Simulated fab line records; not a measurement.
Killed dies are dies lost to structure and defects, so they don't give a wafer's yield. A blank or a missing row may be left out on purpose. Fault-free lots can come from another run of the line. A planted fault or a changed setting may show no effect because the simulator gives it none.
fab line records -- flow sky130
[record] lots = 6, wafers = 18, last-day = 50
route steps=708 shown LI_CONTACT@385 LOCAL_INTERCONNECT@387
lots untouched by any fault: they come from a run of this same line in which no faults occurred
start-h: the number of hours between the record's first day and the start of the first shown wafer of the lot -- wait-h: hours since the lot's step before -- " identical to the entry in the row above -- L1.1+2: several wafers, shown together as one row -- - no value, or no start given -- * or withheld: withheld -- < > ~ a bound
route shown NAME@n: names a module that has steps shown in the file, with the first one's number in the route -- usual: mean/standard deviation taken from wafers without a fault -- same: alike in all rows -- chamber/n: place in a boat -- sites: per-site readings -- _std_site: standard deviation of those values -- _edge_site: mean of outer sites minus mean of inner sites -- radius-mm: for every site, how far away it sits from the centre of the wafer -- mask NAME#n: copy n -- behind: tool/chamber where the wafer was last shaped -- hold: reason for holding the lot/hours on hold/outcome of the hold -- device: names the non-switching transistor (n, p or np) -- end of line: at the end of the route, the tests of the same wafers -- a step with no rows: only its recipe -- killed: dies that structure and defects cost at the first sort, which is not the same as the wafer's yield -- map: a wafer's dies, marking killed ones x, the rest . and places with no die _
set.NAME: the run value of the setting; set.NAME@STEP: its run value at that earlier step -- model.NAME: the simulator's own value behind a step, which no gauge read
lots at some steps of the route; a table a step, a row a wafer
services: from which hour (start-h, from the record's first day; less than 0 if before it) a tool's chamber was out of use, for how many hours, and why
[[steps]]
[step SKY_LI_CONTACT_THK_MEAS_23]
[recipe] thk-meas-gauge = xrf, reads = W_of_LI_CONTACT_CVD_21
[usual] LI_CONTACT_W_THK = 398/5.7
lot.wafer,tool,chamber,start-h,wait-h,LI_CONTACT_W_THK[nm]
L407.2,film-metro-02,-,683.57,0.1,405
L407.4,film-metro-02,-,683.57,0.1,397
L407.5,film-metro-02,-,683.57,0.1,405
L418.4,film-metro-04,-,770.62,0.1,387
L418.5,film-metro-04,-,770.62,0.1,397
L418.6,film-metro-04,-,770.62,0.1,392
L420.2,film-metro-01,-,783.50,0.1,390
L420.5,film-metro-01,-,783.50,0.1,391
L420.6,film-metro-01,-,783.50,0.1,391
L422.3,film-metro-04,-,803.20,0.1,392
L422.5,film-metro-04,-,803.20,0.1,389
L422.6,film-metro-04,-,803.20,0.1,392
L429.1,film-metro-04,-,850.67,0.1,398
L429.3,film-metro-04,-,850.67,0.1,394
L429.5,film-metro-04,-,850.67,0.1,391
L430.1,film-metro-01,-,858.07,0.1,398
L430.2,film-metro-01,-,858.07,0.1,405
L430.3,film-metro-01,-,858.07,0.1,403
[step SKY_LI_CONTACT_CMP_24]
[recipe] stop-on = PSG, t-overpolish-s = 20, down-force-psi = 3.5, platen-rpm = 60, target-thk-nm = 0, pad-velocity-m-s = 0.94248
[usual] motor-current-A = 11.0/1.1, overpolish-run-s = 19.998/0.0084, time-to-endpoint-s = 96/4.4
lot.wafer,tool,chamber,start-h,wait-h,motor-current-A,overpolish-run-s,time-to-endpoint-s
L407.4,cmp-02,2,683.67,0.1,11.3,19.994,94
L407.2,cmp-02,3,683.67,0.1,11.8,19.987,96
L407.5,cmp-02,1,683.67,0.1,11.2,19.999,88
L418.4,cmp-02,1,770.65,0.0,11.0,20.009,90
L418.6,cmp-02,1,770.65,0.0,10.8,20.014,88
L418.5,cmp-02,2,770.65,0.0,11.3,19.991,94
L420.2,cmp-02,1,783.65,0.1,11.0,19.996,95
L420.5,cmp-02,3,783.65,0.1,12.2,19.989,93
L420.6,cmp-02,0,783.65,0.1,11.9,19.994,89
L422.3,cmp-02,0,803.29,0.1,12.1,20.002,91
L422.5,cmp-02,3,803.29,0.1,11.8,19.996,91
L422.6,cmp-02,0,803.29,0.1,11.5,19.998,89
L429.3,cmp-01,1,850.83,0.1,10.5,19.989,103
L429.1,cmp-01,2,850.83,0.1,8.5,19.987,92
L429.5,cmp-01,0,850.83,0.1,10.6,20.011,99
L430.3,cmp-02,3,858.18,0.1,11.6,20.010,100
L430.2,cmp-02,0,858.18,0.1,11.5,20.009,96
L430.1,cmp-02,1,858.18,0.1,11.0,20.001,98
[step SKY_LOCAL_INTERCONNECT_SPUTTER_00]
[recipe] material = TiN, target-thk-nm = 100, temp-c = 300, power-w = 6500, time-s = 83.3, chamber-pressure-pa = 0.4
[usual] cathode-dc-power-W = 6499.9/1.2, throttle-valve-pct = 30.6/1.1
lot.wafer,tool,chamber,start-h,wait-h,cathode-dc-power-W,throttle-valve-pct
L407.2,pvd-sputter-01,-,683.92,0.1,6498.6,30.4
L407.4,pvd-sputter-01,-,683.92,0.1,6498.7,31.3
L407.5,pvd-sputter-01,-,683.92,0.1,6500.9,31.8
L418.4,pvd-sputter-01,-,770.95,0.2,6499.0,32.8
L418.5,pvd-sputter-01,-,770.95,0.2,6501.3,32.9
L418.6,pvd-sputter-01,-,770.95,0.2,6500.2,30.1
L420.2,pvd-sputter-03,-,783.85,0.1,6500.1,29.5
L420.5,pvd-sputter-03,-,783.85,0.1,6499.4,30.3
L420.6,pvd-sputter-03,-,783.85,0.1,6498.2,29.2
L422.3,pvd-sputter-01,-,803.54,0.2,6502.5,31.5
L422.5,pvd-sputter-01,-,803.54,0.2,6499.3,32.7
L422.6,pvd-sputter-01,-,803.54,0.2,6498.3,30.1
L429.1,pvd-sputter-03,-,851.03,0.1,6500.6,30.3
L429.3,pvd-sputter-03,-,851.03,0.1,6500.0,31.1
L429.5,pvd-sputter-03,-,851.03,0.1,6497.8,29.9
L430.1,pvd-sputter-01,-,858.43,0.1,6501.6,30.2
L430.2,pvd-sputter-01,-,858.43,0.1,6499.2,30.1
L430.3,pvd-sputter-01,-,858.43,0.1,6499.3,31.9
[step SKY_LOCAL_INTERCONNECT_RS_MEAS_01]
[recipe] thk-meas-gauge = four-point-probe, reads = TiN_of_LOCAL_INTERCONNECT_SPUTTER_00
[usual] LOCAL_INTERCONNECT_TIN_RS = 14.15/0.14
lot.wafer,tool,chamber,start-h,wait-h,LOCAL_INTERCONNECT_TIN_RS[ohm/sq]
L407.2,film-metro-02,-,684.01,0.1,13.98
L407.4,film-metro-02,-,684.01,0.1,13.89
L407.5,film-metro-02,-,684.01,0.1,14.02
L418.4,film-metro-02,-,771.08,0.1,14.34
L418.5,film-metro-02,-,771.08,0.1,14.46
L418.6,film-metro-02,-,771.08,0.1,14.52
L420.2,film-metro-04,-,783.93,0.1,14.20
L420.5,film-metro-04,-,783.93,0.1,14.19
L420.6,film-metro-04,-,783.93,0.1,14.40
L422.3,film-metro-03,-,803.64,0.1,14.27
L422.5,film-metro-03,-,803.64,0.1,14.24
L422.6,film-metro-03,-,803.64,0.1,14.42
L429.1,film-metro-03,-,851.09,0.0,14.00
L429.3,film-metro-03,-,851.09,0.0,14.11
L429.5,film-metro-03,-,851.09,0.0,13.98
L430.1,film-metro-02,-,858.49,0.0,14.22
L430.2,film-metro-02,-,858.49,0.0,14.28
L430.3,film-metro-02,-,858.49,0.0,14.15
[step SKY_LOCAL_INTERCONNECT_THK_MEAS_02]
[recipe] thk-meas-gauge = xrf, reads = TiN_of_LOCAL_INTERCONNECT_SPUTTER_00
[usual] LOCAL_INTERCONNECT_TIN_THK = 99.7/1.4
lot.wafer,tool,chamber,start-h,wait-h,LOCAL_INTERCONNECT_TIN_THK[nm]
L407.2,film-metro-02,-,684.12,0.1,100.1
L407.4,film-metro-02,-,684.12,0.1,100.8
L407.5,film-metro-02,-,684.12,0.1,99.9
L418.4,film-metro-02,-,771.17,0.1,97.5
L418.5,film-metro-02,-,771.17,0.1,97.2
L418.6,film-metro-02,-,771.17,0.1,96.4
L420.2,film-metro-04,-,784.04,0.1,99.2
L420.5,film-metro-04,-,784.04,0.1,99.5
L420.6,film-metro-04,-,784.04,0.1,97.8
L422.3,film-metro-03,-,803.74,0.1,100.3
L422.5,film-metro-03,-,803.74,0.1,100.2
L422.6,film-metro-03,-,803.74,0.1,99.0
L429.1,film-metro-03,-,851.21,0.1,102.1
L429.3,film-metro-03,-,851.21,0.1,100.9
L429.5,film-metro-03,-,851.21,0.1,102.2
L430.1,film-metro-02,-,858.61,0.1,98.4
L430.2,film-metro-02,-,858.61,0.1,97.6
L430.3,film-metro-02,-,858.61,0.1,99.0
[step SKY_LOCAL_INTERCONNECT_DEHYDRATE_03]
[recipe] temp-c = 200, time-s = 60
[step SKY_LOCAL_INTERCONNECT_HMDS_04]
[recipe] prime-time-s = 60, prime-temp-c = 120
[step SKY_LOCAL_INTERCONNECT_COAT_05]
[recipe] resist = BARC, temp-c = withheld, time-s = withheld, spin-rpm = 3000, resist-thk-nm = 60
[step SKY_LOCAL_INTERCONNECT_COAT_06]
[recipe] resist = KrF-thick, spin-rpm = 3000, resist-thk-nm = 445.2
[step SKY_LOCAL_INTERCONNECT_SOFTBAKE_07]
[recipe] temp-c = 100, time-s = 90, resist = KrF-thick
[step SKY_LOCAL_INTERCONNECT_EXPOSE_08]
[recipe] mask-id = LI1M, na = 0.8, source-shape = annular, sigma-inner = 0.55, sigma-outer = 0.85, target-cd-nm = 170, dose-mj = 28
[step SKY_LOCAL_INTERCONNECT_PEB_09]
[recipe] peb-temp-c = withheld, peb-time-s = withheld, resist = KrF-thick
[step SKY_LOCAL_INTERCONNECT_DEVELOP_10]
[recipe] develop-time-s = 60, resist = KrF-thick, dev-temp-c = 21
[usual] developer-temp-C = 21.01/0.11, resist-line-temp-C = 23.02/0.1
[same] develop-time-s = 60
lot.wafer,tool,chamber,start-h,wait-h,developer-temp-C,resist-line-temp-C
L407.2,litho-track-02,0,711,-,21.06,23.06
L407.4,litho-track-02,0,711,-,20.99,23.11
L407.5,litho-track-02,0,711,-,20.84,23.05
L418.4,litho-track-04,0,798,-,20.89,22.91
L418.5,litho-track-04,0,798,-,20.97,23.10
L418.6,litho-track-04,0,798,-,21.02,22.99
L420.2,litho-track-04,0,810,-,22.99,22.99
L420.5,litho-track-04,0,810,-,23.14,23.06
L420.6,litho-track-04,0,810,-,23.28,22.90
L422.3,litho-track-04,0,830,-,23.23,23.17
L422.5,litho-track-04,0,830,-,23.16,23.07
L422.6,litho-track-04,0,830,-,23.27,22.98
L429.1,litho-track-03,0,876,-,21.19,23.07
L429.3,litho-track-03,0,876,-,21.04,23.10
L429.5,litho-track-03,0,876,-,20.96,22.94
L430.1,litho-track-02,0,884,-,20.98,22.91
L430.2,litho-track-02,0,884,-,21.15,23.00
L430.3,litho-track-02,0,884,-,20.96,22.97
[step SKY_LOCAL_INTERCONNECT_CD_MEAS_11]
[recipe] target-cd-nm = 170
[usual] cd-nm = 169.8/1.6
lot.wafer,tool,chamber,start-h,wait-h,cd-nm
L407.2,cd-sem-02,-,711.64,-,168.1
L407.4,cd-sem-02,-,711.64,-,167.7
L407.5,cd-sem-02,-,711.64,-,167.9
L418.4,cd-sem-02,-,798.45,-,172.8
L418.5,cd-sem-02,-,798.45,-,174.3
L418.6,cd-sem-02,-,798.45,-,171.7
L420.2,cd-sem-01,-,810.91,-,170.2
L420.5,cd-sem-01,-,810.91,-,169.1
L420.6,cd-sem-01,-,810.91,-,170.4
L422.3,cd-sem-01,-,830.48,-,168.4
L422.5,cd-sem-01,-,830.48,-,168.5
L422.6,cd-sem-01,-,830.48,-,168.1
L429.1,cd-sem-01,-,876.26,-,168.9
L429.3,cd-sem-01,-,876.26,-,169.7
L429.5,cd-sem-01,-,876.26,-,168.8
L430.1,cd-sem-01,-,884.17,-,168.9
L430.2,cd-sem-01,-,884.17,-,167.6
L430.3,cd-sem-01,-,884.17,-,169.3
[[services]]
tool,chamber,start-h,hours,kind
cmp-01,-,663.03,0.4,repair
cmp-02,-,667.18,0.5,repair
cmp-01,-,681.32,3.7,repair
pvd-sputter-03,-,709.37,1.9,repair
cmp-01,-,709.92,23.8,repair
pvd-sputter-03,-,722.61,8.9,repair
cmp-01,-,734.46,1.3,repair
litho-track-03,-,741.31,-,consumable-replace:filter
cmp-02,-,743.35,4.8,pm
cmp-01,-,744.08,4.0,pm
cmp-01,-,748.08,-,consumable-replace:conditioner
cmp-01,-,748.08,-,consumable-replace:pad
cmp-02,-,752.78,0.2,repair
cmp-02,-,788.58,0.3,repair
cmp-02,-,796.92,5.1,pm
pvd-sputter-01,-,820.13,2.4,repair
cmp-01,-,830.29,0.9,repair
litho-track-04,-,834.09,-,consumable-replace:filter
[[key]]
[first-sign] step = SKY_LOCAL_INTERCONNECT_DEVELOP_10, reading = developer-temp-C, direction = up, sigmas = 20, usual = *, struck = *
effect none on later readings
met-at SKY_LOCAL_INTERCONNECT_DEVELOP_10
struck-wafers L420.2,L420.5,L420.6,L422.3,L422.5,L422.6
tester-left-out L420,L422
onset-between 798 810
[fault] kind = process-parameter-drift, tool = litho-track-04, chamber = -, onset-h = 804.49, steps = SKY_LOCAL_INTERCONNECT_DEVELOP_10, channel = dev-temp-c, offset = *, shape = step, end-h = 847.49, acts-in = *, stated = *
// tester-left-out: of these lots the tester's yield and bins aren't shown, on N5 and GAA mostly nor the transistor test; their killed dies are dies lost to structure and defects alone, not to doping, threshold or leakage, so they don't give the yield
